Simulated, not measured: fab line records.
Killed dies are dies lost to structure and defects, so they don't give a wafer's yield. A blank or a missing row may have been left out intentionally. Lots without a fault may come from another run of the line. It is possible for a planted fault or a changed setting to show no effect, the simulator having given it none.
Which tool did it? || flow gf180mcu || 13 lots with 39 wafers sampled at 5 steps, on a route of 602 steps

## WHAT THE GAUGES READ, wafer by wafer
GF_CONTACT_THK_MEAS_26: measures by xrf.
{"lot": "L823", "measured": "day 16 10:05", "on": "film metro-01", "CONTACT_W_THK (nm)": "299 297 299"}
{"lot": "L827", "measured": "day 17 11:44", "on": "film metro-03", "CONTACT_W_THK (nm)": "297 302 300"}
{"lot": "L828", "measured": "day 17 20:18", "on": "film metro-02", "CONTACT_W_THK (nm)": "307 307 308"}
{"lot": "L829", "measured": "day 18 01:38", "on": "film metro-01", "CONTACT_W_THK (nm)": "291 296 297"}
{"lot": "L830", "measured": "day 18 21:08", "on": "film metro-03", "CONTACT_W_THK (nm)": "307 299 307"}
{"lot": "L831", "measured": "day 19 07:13", "on": "film metro-02", "CONTACT_W_THK (nm)": "292 295 292"}
{"lot": "L832", "measured": "day 19 12:16", "on": "film metro-03", "CONTACT_W_THK (nm)": "310 308 308"}
{"lot": "L833", "measured": "day 19 22:23", "on": "film metro-01", "CONTACT_W_THK (nm)": "311 305 309"}
{"lot": "L837", "measured": "day 21 14:34", "on": "film metro-02", "CONTACT_W_THK (nm)": "298 293 293"}
{"lot": "L838", "measured": "day 21 18:01", "on": "film metro-01", "CONTACT_W_THK (nm)": "298 296 298"}
{"lot": "L840", "measured": "day 22 12:31", "on": "film metro-02", "CONTACT_W_THK (nm)": "304 300 302"}
{"lot": "L841", "measured": "day 22 20:34", "on": "film metro-02", "CONTACT_W_THK (nm)": "299 298 298"}
{"lot": "L842", "measured": "day 22 23:31", "on": "film metro-03", "CONTACT_W_THK (nm)": "302 302 303"}

GF_V1_THK_MEAS_03.
{"lot": "L823", "measured": "day 17 09:32", "on": "film metro-02", "V1_CVD_02_THK (nm)": "825 832 862"}
{"lot": "L827", "measured": "day 18 12:51", "on": "film metro-02", "V1_CVD_02_THK (nm)": "858 835 848"}
{"lot": "L828", "measured": "day 18 21:34", "on": "film metro-04", "V1_CVD_02_THK (nm)": "867 869 865"}
{"lot": "L829", "measured": "day 19 02:47", "on": "film metro-04", "V1_CVD_02_THK (nm)": "832 855 853"}
{"lot": "L830", "measured": "day 19 23:09", "on": "film metro-04", "V1_CVD_02_THK (nm)": "849 853 841"}
{"lot": "L831", "measured": "day 20 08:58", "on": "film metro-02", "V1_CVD_02_THK (nm)": "846 862 867"}
{"lot": "L832", "measured": "day 20 13:32", "on": "film metro-02", "V1_CVD_02_THK (nm)": "847 854 859"}
{"lot": "L833", "measured": "day 21 00:01", "on": "film metro-04", "V1_CVD_02_THK (nm)": "857 859 859"}
{"lot": "L837", "measured": "day 22 15:19", "on": "film metro-04", "V1_CVD_02_THK (nm)": "859 837 844"}
{"lot": "L838", "measured": "day 22 19:10", "on": "film metro-02", "V1_CVD_02_THK (nm)": "841 866 854"}
{"lot": "L840", "measured": "day 23 12:26", "on": "film metro-01", "V1_CVD_02_THK (nm)": "293 287 300"}
{"lot": "L841", "measured": "day 23 20:46", "on": "film metro-04", "V1_CVD_02_THK (nm)": "291 296 303"}
{"lot": "L842", "measured": "day 24 00:00", "on": "film metro-01", "V1_CVD_02_THK (nm)": "298 292 308"}

GF_V1_BOW_MEAS_05.
{"lot": "L823", "measured": "day 17 09:55", "on": "film metro-01", "V1_BOW (um)": "72 78 83"}
{"lot": "L827", "measured": "day 18 13:13", "on": "film metro-04", "V1_BOW (um)": "87 87 81"}
{"lot": "L828", "measured": "day 18 21:57", "on": "film metro-02", "V1_BOW (um)": "86 95 89"}
{"lot": "L829", "measured": "day 19 03:10", "on": "film metro-02", "V1_BOW (um)": "90 82 92"}
{"lot": "L830", "measured": "day 19 23:34", "on": "film metro-02", "V1_BOW (um)": "83 87 87"}
{"lot": "L831", "measured": "day 20 09:22", "on": "film metro-01", "V1_BOW (um)": "76 77 79"}
{"lot": "L832", "measured": "day 20 13:56", "on": "film metro-04", "V1_BOW (um)": "77 85 69"}
{"lot": "L833", "measured": "day 21 00:22", "on": "film metro-02", "V1_BOW (um)": "90 80 70"}
{"lot": "L837", "measured": "day 22 15:40", "on": "film metro-04", "V1_BOW (um)": "77 85 77"}
{"lot": "L838", "measured": "day 22 19:32", "on": "film metro-01", "V1_BOW (um)": "74 71 77"}
{"lot": "L840", "measured": "day 23 12:48", "on": "film metro-02", "V1_BOW (um)": "67 82 75"}
{"lot": "L841", "measured": "day 23 21:08", "on": "film metro-04", "V1_BOW (um)": "73 71 71"}
{"lot": "L842", "measured": "day 24 00:22", "on": "film metro-01", "V1_BOW (um)": "68 69 77"}

## WHICH TOOL RAN EACH LOT (tool, then ch and the chambers of the sampled wafers, then the start)
{"lot": "L823", "GF_M1_SPUTTER_01": "pvd sputter-02, day 16 10:31", "GF_V1_CVD_02": "pecvd-02 ch 0,1, day 17 09:26"}
{"lot": "L827", "GF_M1_SPUTTER_01": "pvd sputter-04, day 17 12:11", "GF_V1_CVD_02": "pecvd-02 ch 0,1,2, day 18 12:47"}
{"lot": "L828", "GF_M1_SPUTTER_01": "pvd sputter-02, day 17 20:44", "GF_V1_CVD_02": "pecvd-01 ch 0,1,2, day 18 21:30"}
{"lot": "L829", "GF_M1_SPUTTER_01": "pvd sputter-02, day 18 02:05", "GF_V1_CVD_02": "pecvd-01 ch 0,1,2, day 19 02:43"}
{"lot": "L830", "GF_M1_SPUTTER_01": "pvd sputter-04, day 18 21:36", "GF_V1_CVD_02": "pecvd-01 ch 0,1,2, day 19 23:05"}
{"lot": "L831", "GF_M1_SPUTTER_01": "pvd sputter-01, day 19 07:40", "GF_V1_CVD_02": "pecvd-01 ch 0,2, day 20 08:54"}
{"lot": "L832", "GF_M1_SPUTTER_01": "pvd sputter-02, day 19 12:43", "GF_V1_CVD_02": "pecvd-01 ch 1,2, day 20 13:28"}
{"lot": "L833", "GF_M1_SPUTTER_01": "pvd sputter-04, day 19 22:50", "GF_V1_CVD_02": "pecvd-01 ch 0,2, day 20 23:56"}
{"lot": "L837", "GF_M1_SPUTTER_01": "pvd sputter-02, day 21 15:01", "GF_V1_CVD_02": "pecvd-02 ch 1,2, day 22 15:14"}
{"lot": "L838", "GF_M1_SPUTTER_01": "pvd sputter-01, day 21 18:28", "GF_V1_CVD_02": "pecvd-02 ch 0,1,2, day 22 19:05"}
{"lot": "L840", "GF_M1_SPUTTER_01": "pvd sputter-01, day 22 12:58", "GF_V1_CVD_02": "pecvd-02 ch 0,1, day 23 12:22"}
{"lot": "L841", "GF_M1_SPUTTER_01": "pvd sputter-04, day 22 21:02", "GF_V1_CVD_02": "pecvd-02 ch 0,1,2, day 23 20:43"}
{"lot": "L842", "GF_M1_SPUTTER_01": "pvd sputter-02, day 23 00:14", "GF_V1_CVD_02": "pecvd-02 ch 0,1,2, day 23 23:55"}
- GF_M1_SPUTTER_01: material TiN, target thk 30 nm, time 25 s.
- GF_V1_CVD_02: deposits SiO2 from TEOS, target thk 850 nm, time 94.851 s.

## AS READ BY THE TOOLS THEMSELVES (means over the sampled wafers that have a number; for cases with no such wafer, the mark the record gives instead)
GF_M1_SPUTTER_01.
{"lot": "L823", "tool": "pvd sputter-02", "throttle valve pct (%)": 30.9}
{"lot": "L827", "tool": "pvd sputter-04", "throttle valve pct (%)": 30.4}
{"lot": "L828", "tool": "pvd sputter-02", "throttle valve pct (%)": 30.9}
{"lot": "L829", "tool": "pvd sputter-02", "throttle valve pct (%)": 30.6}
{"lot": "L830", "tool": "pvd sputter-04", "throttle valve pct (%)": 30.3}
{"lot": "L831", "tool": "pvd sputter-01", "throttle valve pct (%)": 29.9}
{"lot": "L832", "tool": "pvd sputter-02", "throttle valve pct (%)": 31.1}
{"lot": "L833", "tool": "pvd sputter-04", "throttle valve pct (%)": 29.8}
{"lot": "L837", "tool": "pvd sputter-02", "throttle valve pct (%)": 30.3}
{"lot": "L838", "tool": "pvd sputter-01", "throttle valve pct (%)": 30.9}
{"lot": "L840", "tool": "pvd sputter-01", "throttle valve pct (%)": 29.2}
{"lot": "L841", "tool": "pvd sputter-04", "throttle valve pct (%)": 30.2}
{"lot": "L842", "tool": "pvd sputter-02", "throttle valve pct (%)": 30.4}

GF_V1_CVD_02.
{"lot": "L823", "tool": "pecvd-02", "heater power w (W)": 685, "run length s (s)": 122.6}
{"lot": "L827", "tool": "pecvd-02", "heater power w (W)": 694, "run length s (s)": 122.4}
{"lot": "L828", "tool": "pecvd-01", "heater power w (W)": 723, "run length s (s)": 122.7}
{"lot": "L829", "tool": "pecvd-01", "heater power w (W)": 737, "run length s (s)": 122.6}
{"lot": "L830", "tool": "pecvd-01", "heater power w (W)": 688, "run length s (s)": 122.6}
{"lot": "L831", "tool": "pecvd-01", "heater power w (W)": 736, "run length s (s)": 122.3}
{"lot": "L832", "tool": "pecvd-01", "heater power w (W)": 672, "run length s (s)": 122.6}
{"lot": "L833", "tool": "pecvd-01", "heater power w (W)": 732, "run length s (s)": 122.2}
{"lot": "L837", "tool": "pecvd-02", "heater power w (W)": 639, "run length s (s)": 121.9}
{"lot": "L838", "tool": "pecvd-02", "heater power w (W)": 706, "run length s (s)": 122.6}
{"lot": "L840", "tool": "pecvd-02", "heater power w (W)": 804, "run length s (s)": 60.2}
{"lot": "L841", "tool": "pecvd-02", "heater power w (W)": 734, "run length s (s)": 59.9}
{"lot": "L842", "tool": "pecvd-02", "heater power w (W)": 686, "run length s (s)": 60.0}

## THE ANSWER, worked out from the rows above alone
Rule: the usual values come from the lots themselves. The widest of any qualifying gaps counts: lots, ordered by their means at a reading, are off when they make up no more than a third of the lots, leave a main group of 4 or more, and stand apart from it by 3 or more times the standard deviation of that group's means. A main group is skipped when, at the precision printed for the reading in the tables above, its means are all equal. Also off: a lot with no number at a reading for which 4 or more lots have one. All remaining lots with rows at the step are treated as sound. First the gauges in route order, then the tools' own readings, where a lot's mean is used as printed above. At the first step where some lot is off, the reading lying furthest off is the one used; lots without a number count as furthest.
Off: L840, L841, L842, at GF_V1_THK_MEAS_03 (V1_CVD_02_THK). Main group: mean 852 nm, sd 7.5.
A tool fits if, at a process step before that reading, it ran every lot that is off, and no sound lot after the first of them. Not tried: the gauges at GF_V1_THK_MEAS_03; whatever is off there is also off at GF_V1_CVD_02, on other tools, and gauge error can't account for it. One fits: pecvd-02 at GF_V1_CVD_02. A fault onset in the window from L838 (day 22 19:05, its last sound lot) to L840 (day 23 12:22, its first lot off) fits.
On the lots that are off, the tool's own readings at GF_V1_CVD_02 differ by more than 5 times the standard deviation of the sound lots' means, which bears it out; run length s reads 60.0 s there versus 122.5 s on the sound lots.

## WHAT THE SIMULATOR HAD INSERTED
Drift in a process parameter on pecvd-02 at GF_V1_CVD_02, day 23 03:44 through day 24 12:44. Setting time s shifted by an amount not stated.
Lots struck among those shown: L840, L841, L842. This agrees with what the rule above found.
